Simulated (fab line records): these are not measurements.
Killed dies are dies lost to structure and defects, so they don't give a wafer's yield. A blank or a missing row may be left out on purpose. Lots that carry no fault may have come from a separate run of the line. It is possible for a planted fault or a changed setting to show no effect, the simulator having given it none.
fab line records    flow sfqLine    part 1 of 2: steps 1 to 22 of 31
[record] lots = 5  wafers = 15  lastDay = 87
route steps=325 shown I5@235 C5@240 M6@251 I6@266
lots untouched by any fault: they come from a run of this same line in which no faults occurred
startH: start of the lot's first displayed wafer, in hours after the record's first day    waitH: time in hours since the lot's previous step    " repeats the value in the row above    L1.1+2: one row covering several wafers at once    - either no value or no given start    * or withheld: withheld    < > ~ a bound
route shown NAME@n: a module of which the file shows steps, and the number in the route of the first    usual: mean/standard deviation taken from wafers without a fault    same: alike in all rows    chamber/n: place in a boat    sites: per-site readings    _std_site: standard deviation of those values    _edge_site: outer sites' mean less inner sites'    radiusMm: for every site, how far away it sits from the centre of the wafer    mask NAME#n: copy n    behind: the tool/chamber that last shaped the wafer    hold: why the lot went on hold/how many hours it stayed there/how the hold came to an end    device: transistor that didn't switch, given as n, p or np    end of line: at the end of the route, the tests of the same wafers    a step with no rows: only its recipe    killed: the dies lost at the first sort to structure and to defects; this is not the yield of the wafer    map: dies across one wafer; x = killed, . = not, _ = none there
set.NAME: the setting as run; set.NAME@STEP: as run at that earlier step    model.NAME: the simulator's own value behind a step, which no gauge read
certain route steps with their lots: each step a table, each wafer a row
services: a tool's chamber out of use, with start hour (startH, from the record's first day; less than 0 if before it), hours out, and reason
[[steps]]
[step SFQ_I5_OVL_MEAS_936]
[usual] I5_OVL = 0/5.5
lot.wafer  tool        chamber  startH   waitH  I5_OVL[nm]
L075.2     overlay-02  -        1457.38  0.1    0
L075.5     "           -        "        "      -2
L075.6     "           -        "        "      -1
L080.1     overlay-02  -        1698.82  0.1    4
L080.3     "           -        "        "      9
L080.5     "           -        "        "      1
L085.2     overlay-01  -        1741.93  0.1    7
L085.4     "           -        "        "      4
L085.5     "           -        "        "      -1
L087.1     overlay-01  -        1750.32  0.1    -6
L087.2     "           -        "        "      2
L087.5     "           -        "        "      -7
L096.2     overlay-02  -        1781.53  0.1    1
L096.4     "           -        "        "      1
L096.5     "           -        "        "      7
[step SFQ_TRILAYER_I5_BARC_OPEN_VIA_ETCH_200]
[recipe] maskMaterial = PR  chemistry = O2  targetDepthNm = 125  target = BARC  sourceW = 500  biasW = 80  pressureMtorr = 30  timeS = 41.7
[usual] drypumpMotorCurrentA = 5.8/0.45  oesProductAu = 0.686/0.0047  rfFwdPowerW = 495.1/2
lot.wafer  tool        chamber  startH   waitH  drypumpMotorCurrentA  oesProductAu  rfFwdPowerW  rfHoursCounterH
L075.2     rieDiel-02  3        1457.41  0.0    5.5                   0.681         490.9        16
L075.5     "           3        "        "      5.6                   0.683         493.6        -
L075.6     "           0        "        "      5.6                   0.681         493.8        -
L080.1     rieDiel-01  3        1698.86  0.0    5.2                   0.687         495.5        2
L080.3     "           0        "        "      5.8                   0.680         497.2        15
L080.5     "           3        "        "      5.2                   0.677         497.5        -
L085.2     rieDiel-02  1        1741.96  0.0    4.9                   0.687         495.5        16
L085.4     "           3        "        "      5.5                   0.678         495.0        20
L085.5     "           2        "        "      6.0                   0.681         494.0        -
L087.1     rieDiel-03  3        1750.36  0.0    6.3                   0.695         497.9        1
L087.2     "           0        "        "      6.1                   0.679         492.6        6
L087.5     "           3        "        "      6.3                   0.689         498.4        -
L096.2     rieDiel-01  3        1781.56  0.0    5.2                   0.694         497.4        3
L096.4     "           3        "        "      5.2                   0.686         497.5        -
L096.5     "           3        "        "      5.2                   0.680         496.8        -
[step SFQ_TRILAYER_I5_ETCH_VIA_ETCH_147]
[recipe] stopOn = Nb  maskMaterial = PR  chemistry = CHF3  targetDepthNm = 360  sourceW = 500  biasW = 80  pressureMtorr = 30  timeS = withheld
[usual] drypumpMotorCurrentA = 5.8/0.45  oesProductAu = 0.989/0.008  rfFwdPowerW = 498.7/1.5
lot.wafer  tool        chamber  startH   waitH  drypumpMotorCurrentA  oesProductAu  rfFwdPowerW
L075.2     rieDiel-02  3        1457.45  0.0    5.6                   0.977         496.7
L075.5     "           3        "        "      5.5                   0.974         496.2
L075.6     "           0        "        "      5.6                   0.995         500.2
L080.1     rieDiel-01  3        1698.90  0.0    5.2                   0.997         497.9
L080.3     "           0        "        "      5.8                   0.997         500.7
L080.5     "           3        "        "      5.2                   0.994         500.0
L085.2     rieDiel-02  1        1742.00  0.0    5.0                   0.979         498.9
L085.4     "           3        "        "      5.5                   0.986         498.5
L085.5     "           2        "        "      6.0                   0.992         500.5
L087.1     rieDiel-03  3        1750.40  0.0    6.3                   0.992         497.3
L087.2     "           0        "        "      6.1                   0.982         497.7
L087.5     "           3        "        "      6.3                   0.989         498.1
L096.2     rieDiel-01  3        1781.61  0.0    5.2                   1.000         498.0
L096.4     "           3        "        "      5.2                   0.991         498.6
L096.5     "           3        "        "      5.2                   0.995         500.3
[step SFQ_TRILAYER_I5_STRIP_STRIP_148]
[recipe] gas = O2  powerW = 200  platenTempC = 40  overashFraction = 0.65  chemistry = O2  pressureMtorr = 50
[usual] drypumpMotorCurrentA = 5.8/0.41  oesProductAu = 1.003/0.016
lot.wafer  tool         chamber  startH   waitH  drypumpMotorCurrentA  oesProductAu  rfHoursCounterH
L075.2     rieMetal-04  1        1457.60  -      5.8                   1.018         54
L075.5     "            0        "        "      5.0                   1.017         -
L075.6     "            1        "        "      5.8                   1.022         -
L080.1     rieMetal-02  1        1699.05  -      5.7                   0.988         28
L080.3     "            0        "        "      5.7                   1.008         -
L080.5     "            1        "        "      5.8                   0.992         -
L085.2     rieMetal-01  0        1742.15  -      6.1                   1.027         51
L085.4     "            1        "        "      6.3                   0.980         -
L085.5     "            0        "        "      6.1                   1.023         -
L087.1     rieMetal-01  0        1750.55  -      6.1                   1.025         53
L087.2     "            1        "        "      6.3                   0.978         93
L087.5     "            0        "        "      6.1                   1.030         -
L096.2     rieMetal-01  1        1781.84  -      6.3                   0.992         98
L096.4     "            1        "        "      6.3                   0.993         -
L096.5     "            1        "        "      6.3                   0.990         -
[step SFQ_TRILAYER_I5_STRIP_SOLV_CLEAN_149]
[recipe] chemistry = NMP  tempC = 70  timeS = 600
lot.wafer   tool         chamber  startH   waitH
L075.2+5+6  wetBench-03  5,3,1    1458.20  0.4
L080.1+3+5  wetBench-03  3,1,2    1699.65  0.4
L085.2+4+5  wetBench-04  5,6,4    1742.75  0.4
L087.1+2+5  wetBench-04  5,4,7    1751.15  0.4
L096.2+4+5  wetBench-01  4,5,7    1782.44  0.4
[step SFQ_TRILAYER_C5_LITHO_COAT_156]
[recipe] resist = BARC  spinRpm = 3000  resistThkNm = 62
[usual] resistLineTempC = 23.00/0.11  spinSpeedRpm = 3000.2/1.9
lot.wafer  tool           chamber  startH   waitH  resistLineTempC  spinSpeedRpm
L075.2     lithoTrack-02  0        1458.55  0.2    23.04            2999.2
L075.5     "              0        "        "      23.04            2999.6
L075.6     "              0        "        "      23.10            3003.0
L080.1     lithoTrack-02  0        1699.82  0.0    22.90            3003.0
L080.3     "              0        "        "      22.84            2999.7
L080.5     "              0        "        "      22.74            3000.1
L085.2     lithoTrack-03  0        1742.97  0.1    23.02            2999.8
L085.4     "              0        "        "      22.97            3002.2
L085.5     "              0        "        "      22.88            2999.2
L087.1     lithoTrack-04  0        1751.52  0.2    23.05            2996.9
L087.2     "              0        "        "      22.98            2995.4
L087.5     "              0        "        "      22.88            2998.2
L096.2     lithoTrack-03  0        1782.66  0.1    23.29            3000.4
L096.4     "              0        "        "      23.10            3002.7
L096.5     "              0        "        "      23.07            3000.7
[step SFQ_TRILAYER_C5_LITHO_COAT_151]
[recipe] resist = KrF  spinRpm = 3000  resistThkNm = 650
[usual] resistLineTempC = 22.98/0.11  spinSpeedRpm = 3000.2/2
lot.wafer  tool           chamber  startH   waitH  resistLineTempC  spinSpeedRpm
L075.2     lithoTrack-02  0        1458.85  0.2    23.03            3001.9
L075.5     "              0        "        "      23.15            2999.1
L075.6     "              0        "        "      23.05            3000.4
L080.1     lithoTrack-02  0        1700.12  0.2    23.01            2999.8
L080.3     "              0        "        "      22.81            3000.0
L080.5     "              0        "        "      22.98            3001.2
L085.2     lithoTrack-03  0        1743.27  0.2    22.88            3000.1
L085.4     "              0        "        "      23.08            2999.1
L085.5     "              0        "        "      22.99            2997.7
L087.1     lithoTrack-04  0        1751.82  0.2    23.23            2999.9
L087.2     "              0        "        "      23.02            2996.8
L087.5     "              0        "        "      23.08            3000.4
L096.2     lithoTrack-03  0        1782.96  0.2    22.89            3002.2
L096.4     "              0        "        "      23.02            3001.4
L096.5     "              0        "        "      22.85            3000.2
[step SFQ_TRILAYER_C5_LITHO_SOFTBAKE_155]
[recipe] tempC = withheld  timeS = withheld  resist = KrF
[usual] resistLineTempC = *
lot.wafer  tool           chamber  startH   waitH  resistLineTempC
L075.2     lithoTrack-02  0        1459.13  0.2    *
L075.5     "              0        "        "      *
L075.6     "              0        "        "      *
L080.1     lithoTrack-02  0        1700.42  0.2    *
L080.3     "              0        "        "      *
L080.5     "              0        "        "      *
L085.2     lithoTrack-03  0        1743.55  0.2    *
L085.4     "              0        "        "      *
L085.5     "              0        "        "      *
L087.1     lithoTrack-04  0        1752.12  0.2    *
L087.2     "              0        "        "      *
L087.5     "              0        "        "      *
L096.2     lithoTrack-03  0        1783.24  0.2    *
L096.4     "              0        "        "      *
L096.5     "              0        "        "      *
[step SFQ_TRILAYER_C5_LITHO_EXPOSE_152]
[recipe] maskId = C5  na = 0.6  sourceShape = conventional  sigmaOuter = 0.65  targetCdNm = 500  doseMj = 21.3
[usual] exposureDoseMJCm2 = 21.297/0.023
[same] sigmaOuter = 0.65
lot.wafer  tool           chamber  startH   waitH  mask  exposureDoseMJCm2
L075.2     krfScanner-01  0        1462.08  -      C5#0  21.296
L075.5     "              0        "        "      C5#0  21.297
L075.6     "              0        "        "      C5#0  21.294
L080.1     krfScanner-02  0        1794.42  -      C5#0  21.309
L080.3     "              0        "        "      C5#0  21.333
L080.5     "              0        "        "      C5#0  21.340
L085.2     krfScanner-01  0        1829.68  -      C5#0  21.302
L085.4     "              0        "        "      C5#0  21.270
L085.5     "              0        "        "      C5#0  21.298
L087.1     krfScanner-01  0        1835.48  -      C5#0  21.305
L087.2     "              0        "        "      C5#0  21.300
L087.5     "              0        "        "      C5#0  21.300
L096.2     krfScanner-02  0        1863.98  -      C5#0  21.327
L096.4     "              0        "        "      C5#0  21.308
L096.5     "              0        "        "      C5#0  21.309
[step SFQ_TRILAYER_C5_LITHO_PEB_154]
[recipe] pebTempC = 115  pebTimeS = 60  resist = KrF
[usual] plateTempC = 115.00/0.12  resistLineTempC = 23.01/0.11
lot.wafer  tool           chamber  startH   waitH  plateTempC  resistLineTempC
L075.2     lithoTrack-04  0        1463.10  0.8    115.01      22.96
L075.5     "              0        "        "      114.97      23.15
L075.6     "              0        "        "      114.80      23.03
L080.1     lithoTrack-02  0        1795.62  1.0    114.83      23.16
L080.3     "              0        "        "      114.71      23.14
L080.5     "              0        "        "      114.92      23.16
L085.2     lithoTrack-02  0        1830.71  0.8    115.23      22.77
L085.4     "              0        "        "      115.06      22.85
L085.5     "              0        "        "      115.25      23.08
L087.1     lithoTrack-04  0        1836.68  1.0    114.95      22.97
L087.2     "              0        "        "      115.15      23.21
L087.5     "              0        "        "      114.79      23.10
L096.2     lithoTrack-03  0        1865.00  0.8    115.02      23.13
L096.4     "              0        "        "      114.90      23.08
L096.5     "              0        "        "      115.20      23.11
[step SFQ_TRILAYER_C5_LITHO_DEVELOP_153]
[recipe] timeS = 60  resist = KrF
[usual] resistLineTempC = 23.00/0.12
lot.wafer  tool           chamber  startH   waitH  resistLineTempC
L075.2     lithoTrack-04  0        1463.25  0.1    23.04
L075.5     "              0        "        "      23.05
L075.6     "              0        "        "      22.91
L080.1     lithoTrack-02  0        1795.77  0.1    23.00
L080.3     "              0        "        "      22.88
L080.5     "              0        "        "      22.93
L085.2     lithoTrack-02  0        1830.86  0.1    23.02
L085.4     "              0        "        "      22.98
L085.5     "              0        "        "      23.00
L087.1     lithoTrack-04  0        1836.83  0.1    23.15
L087.2     "              0        "        "      22.98
L087.5     "              0        "        "      22.90
L096.2     lithoTrack-03  0        1865.15  0.1    22.98
L096.4     "              0        "        "      23.00
L096.5     "              0        "        "      23.07
[step SFQ_C5_OVL_MEAS_937]
[usual] C5_OVL = 1/5.5
lot.wafer  tool        chamber  startH   waitH  C5_OVL[nm]
L075.2     overlay-01  -        1463.38  0.1    6
L075.5     "           -        "        "      6
L075.6     "           -        "        "      7
L080.1     overlay-02  -        1795.92  0.1    5
L080.3     "           -        "        "      7
L080.5     "           -        "        "      1
L085.2     overlay-02  -        1830.99  0.1    -5
L085.4     "           -        "        "      -5
L085.5     "           -        "        "      -6
L087.1     overlay-02  -        1836.98  0.1    3
L087.2     "           -        "        "      4
L087.5     "           -        "        "      5
L096.2     overlay-02  -        1865.28  0.1    -6
L096.4     "           -        "        "      -4
L096.5     "           -        "        "      -6
[step SFQ_TRILAYER_C5_BARC_OPEN_VIA_ETCH_210]
[recipe] maskMaterial = PR  chemistry = O2  targetDepthNm = 125  target = BARC  sourceW = 500  biasW = 80  pressureMtorr = 30  timeS = 41.7
[usual] drypumpMotorCurrentA = 5.8/0.45  oesProductAu = 0.686/0.0052  rfFwdPowerW = 495.6/2.2
lot.wafer  tool        chamber  startH   waitH  drypumpMotorCurrentA  oesProductAu  rfFwdPowerW  rfHoursCounterH
L075.2     rieDiel-03  3        1463.41  0.0    6.3                   0.688         493.5        16
L075.5     "           0        "        "      6.1                   0.679         492.3        -
L075.6     "           3        "        "      6.3                   0.696         492.9        -
L080.1     rieDiel-04  3        1795.96  0.0    5.4                   0.685         494.8        3
L080.3     "           1        "        "      6.0                   0.687         496.6        4
L080.5     "           1        "        "      6.0                   0.688         497.0        -
L085.2     rieDiel-03  3        1831.02  0.0    6.3                   0.694         497.8        2
L085.4     "           1        "        "      5.2                   0.685         494.6        7
L085.5     "           0        "        "      6.1                   0.690         490.0        -
L087.1     rieDiel-04  3        1837.02  0.0    5.4                   0.679         498.4        4
L087.2     "           2        "        "      5.6                   0.687         496.9        19
L087.5     "           0        "        "      5.3                   0.691         498.9        -
L096.2     rieDiel-03  0        1865.31  0.0    6.1                   0.686         491.9        8
L096.4     "           1        "        "      5.3                   0.678         497.4        7
L096.5     "           2        "        "      6.7                   0.691         500.3        -
[step SFQ_TRILAYER_C5_ETCH_VIA_ETCH_154]
[recipe] target = SiO2  maskMaterial = PR  chemistry = CHF3  targetDepthNm = 84  sourceW = 500  biasW = 80  pressureMtorr = 30  timeS = withheld  stopOn = Nb
[usual] drypumpMotorCurrentA = 5.8/0.45  oesProductAu = 0.898/0.0092  rfFwdPowerW = 496.5/2
lot.wafer  tool        chamber  startH   waitH  drypumpMotorCurrentA  oesProductAu  rfFwdPowerW
L075.2     rieDiel-03  3        1463.45  0.0    6.3                   0.908         495.8
L075.5     "           0        "        "      6.1                   0.923         492.6
L075.6     "           3        "        "      6.3                   0.904         495.1
L080.1     rieDiel-04  3        1796.00  0.0    5.4                   0.895         493.8
L080.3     "           1        "        "      6.0                   0.894         497.4
L080.5     "           1        "        "      6.0                   0.899         497.8
L085.2     rieDiel-03  3        1831.06  0.0    6.3                   0.890         498.7
L085.4     "           1        "        "      5.3                   0.897         497.4
L085.5     "           0        "        "      6.1                   0.899         492.3
L087.1     rieDiel-04  3        1837.06  0.0    5.4                   0.892         495.7
L087.2     "           2        "        "      5.6                   0.880         497.9
L087.5     "           0        "        "      5.3                   0.894         498.6
L096.2     rieDiel-03  0        1865.35  0.0    6.1                   0.894         490.2
L096.4     "           1        "        "      5.3                   0.912         494.6
L096.5     "           2        "        "      6.7                   0.912         497.0
[step SFQ_TRILAYER_C5_STRIP_STRIP_155]
[recipe] gas = O2  powerW = 200  platenTempC = 40  overashFraction = 0.65  chemistry = O2  pressureMtorr = 50
[usual] drypumpMotorCurrentA = 5.76/0.28  oesProductAu = 0.995/0.012
lot.wafer  tool         chamber  startH   waitH  drypumpMotorCurrentA  oesProductAu  rfHoursCounterH
L075.2     rieMetal-03  0        1463.50  -      5.93                  0.988         8
L075.5     "            1        "        "      5.95                  1.011         -
L075.6     "            0        "        "      5.93                  0.981         -
L080.1     rieMetal-03  0        1796.04  -      5.93                  0.980         59
L080.3     "            0        "        "      5.93                  0.984         -
L080.5     "            1        "        "      5.94                  0.999         -
L085.2     rieMetal-02  1        1831.11  -      5.75                  0.996         47
L085.4     "            0        "        "      5.63                  0.999         -
L085.5     "            1        "        "      5.76                  1.003         -
L087.1     rieMetal-04  0        1837.12  -      5.00                  0.978         42
L087.2     "            1        "        "      5.80                  1.006         112
L087.5     "            0        "        "      5.01                  0.992         -
L096.2     rieMetal-04  0        1865.40  -      5.02                  0.986         46
L096.4     "            0        "        "      4.99                  0.991         -
L096.5     "            1        "        "      5.80                  1.015         -
[step SFQ_TRILAYER_C5_STRIP_SOLV_CLEAN_156]
[recipe] chemistry = NMP  tempC = 70  timeS = 600
lot.wafer   tool         chamber  startH   waitH
L075.2+5+6  wetBench-01  3,4,6    1464.10  0.4
L080.1+3+5  wetBench-02  0,2,4    1796.64  0.4
L085.2+4+5  wetBench-02  6,3,7    1831.71  0.4
L087.1+2+5  wetBench-03  6,7,5    1837.72  0.4
L096.2+4+5  wetBench-01  6,5,0    1866.00  0.4
[step SFQ_TRILAYER_M6_DEP_PRE_CLEAN_158]
[recipe] gas = Ar  timeS = 22.5  biasV = 250
lot.wafer   tool           chamber  startH   waitH
L075.2+5+6  pvdSputter-06  -        1464.27  0.0
L080.1+3+5  pvdSputter-03  -        1796.99  0.0
L085.2+4+5  pvdSputter-06  -        1831.88  0.0
L087.1+2+5  pvdSputter-06  -        1837.89  0.0
L096.2+4+5  pvdSputter-06  -        1866.17  0.0
[step SFQ_TRILAYER_M6_DEP_SPUTTER_157]
[recipe] material = Nb  basePressurePa = 1.33e-06  chamberPressurePa = 0.1333  substrateTempC = 20  targetThkNm = 200  powerW = 2000  timeS = 133.3
[usual] throttleValvePct = 29.6/1.3
lot.wafer  tool           chamber  startH   waitH  throttleValvePct
L075.2     pvdSputter-06  -        1464.30  0.0    30.6
L075.5     "              -        "        "      30.4
L075.6     "              -        "        "      29.5
L080.1     pvdSputter-03  -        1797.02  0.0    28.8
L080.3     "              -        "        "      28.4
L080.5     "              -        "        "      29.2
L085.2     pvdSputter-06  -        1831.91  0.0    30.0
L085.4     "              -        "        "      29.9
L085.5     "              -        "        "      30.0
L087.1     pvdSputter-06  -        1837.92  0.0    29.8
L087.2     "              -        "        "      30.2
L087.5     "              -        "        "      29.8
L096.2     pvdSputter-06  -        1866.20  0.0    27.4
L096.4     "              -        "        "      29.9
L096.5     "              -        "        "      30.4
[step SFQ_M6_RS_MEAS_938]
[recipe] thkMeasGauge = four-point-probe  reads = Nb_of_TRILAYER_M6_DEP_SPUTTER_157
[usual] M6_NB_RS = 0.888/0.01
lot.wafer  tool          chamber  startH   waitH  M6_NB_RS[ohm/sq]
L075.2     filmMetro-03  -        1464.41  0.1    0.897
L075.5     "             -        "        "      0.898
L075.6     "             -        "        "      0.877
L080.1     filmMetro-03  -        1797.11  0.0    0.890
L080.3     "             -        "        "      0.884
L080.5     "             -        "        "      0.894
L085.2     filmMetro-01  -        1832.02  0.1    0.890
L085.4     "             -        "        "      0.880
L085.5     "             -        "        "      0.890
L087.1     filmMetro-01  -        1838.01  0.0    0.876
L087.2     "             -        "        "      0.892
L087.5     "             -        "        "      0.881
L096.2     filmMetro-01  -        1866.31  0.1    0.873
L096.4     "             -        "        "      0.902
L096.5     "             -        "        "      0.900
[step SFQ_TRILAYER_M6_LITHO_COAT_164]
[recipe] resist = BARC  spinRpm = 3000  resistThkNm = 62
[usual] resistLineTempC = 23.01/0.099  spinSpeedRpm = 2999.8/1.9
lot.wafer  tool           chamber  startH   waitH  resistLineTempC  spinSpeedRpm
L075.2     lithoTrack-03  0        1464.62  0.1    22.81            3001.7
L075.5     "              0        "        "      23.06            2996.6
L075.6     "              0        "        "      22.88            2997.4
L080.1     lithoTrack-04  0        1797.29  0.1    23.13            2995.6
L080.3     "              0        "        "      22.99            2995.3
L080.5     "              0        "        "      23.08            3000.0
L085.2     lithoTrack-01  0        1832.23  0.1    23.04            2999.9
L085.4     "              0        "        "      22.97            2999.8
L085.5     "              0        "        "      23.06            2999.3
L087.1     lithoTrack-03  0        1838.19  0.1    22.99            3003.7
L087.2     "              0        "        "      22.95            3003.0
L087.5     "              0        "        "      23.08            2999.4
L096.2     lithoTrack-03  0        1866.52  0.1    22.89            3000.2
L096.4     "              0        "        "      23.02            3003.5
L096.5     "              0        "        "      23.02            2998.4
[step SFQ_TRILAYER_M6_LITHO_COAT_159]
[recipe] resist = KrF  spinRpm = 3000  resistThkNm = 600
[usual] resistLineTempC = 22.99/0.11  spinSpeedRpm = 2999.8/2.1
lot.wafer  tool           chamber  startH   waitH  resistLineTempC  spinSpeedRpm
L075.2     lithoTrack-03  0        1464.92  0.2    22.94            3001.7
L075.5     "              0        "        "      23.07            3003.4
L075.6     "              0        "        "      22.99            3001.2
L080.1     lithoTrack-04  0        1797.59  0.2    23.06            2997.9
L080.3     "              0        "        "      23.07            3005.1
L080.5     "              0        "        "      23.07            3000.2
L085.2     lithoTrack-01  0        1832.53  0.2    23.05            3004.4
L085.4     "              0        "        "      22.99            2997.7
L085.5     "              0        "        "      22.96            3001.2
L087.1     lithoTrack-03  0        1838.49  0.2    22.87            3001.8
L087.2     "              0        "        "      23.04            3000.3
L087.5     "              0        "        "      23.01            2999.5
L096.2     lithoTrack-03  0        1866.82  0.2    22.84            3002.1
L096.4     "              0        "        "      22.95            3000.2
L096.5     "              0        "        "      22.86            3001.5
[step SFQ_TRILAYER_M6_LITHO_SOFTBAKE_163]
[recipe] tempC = withheld  timeS = withheld  resist = KrF
[usual] resistLineTempC = *
lot.wafer  tool           chamber  startH   waitH  resistLineTempC
L075.2     lithoTrack-03  0        1465.20  0.2    *
L075.5     "              0        "        "      *
L075.6     "              0        "        "      *
L080.1     lithoTrack-04  0        1797.89  0.2    *
L080.3     "              0        "        "      *
L080.5     "              0        "        "      *
L085.2     lithoTrack-01  0        1832.81  0.2    *
L085.4     "              0        "        "      *
L085.5     "              0        "        "      *
L087.1     lithoTrack-03  0        1838.79  0.2    *
L087.2     "              0        "        "      *
L087.5     "              0        "        "      *
L096.2     lithoTrack-03  0        1867.10  0.2    *
L096.4     "              0        "        "      *
L096.5     "              0        "        "      *
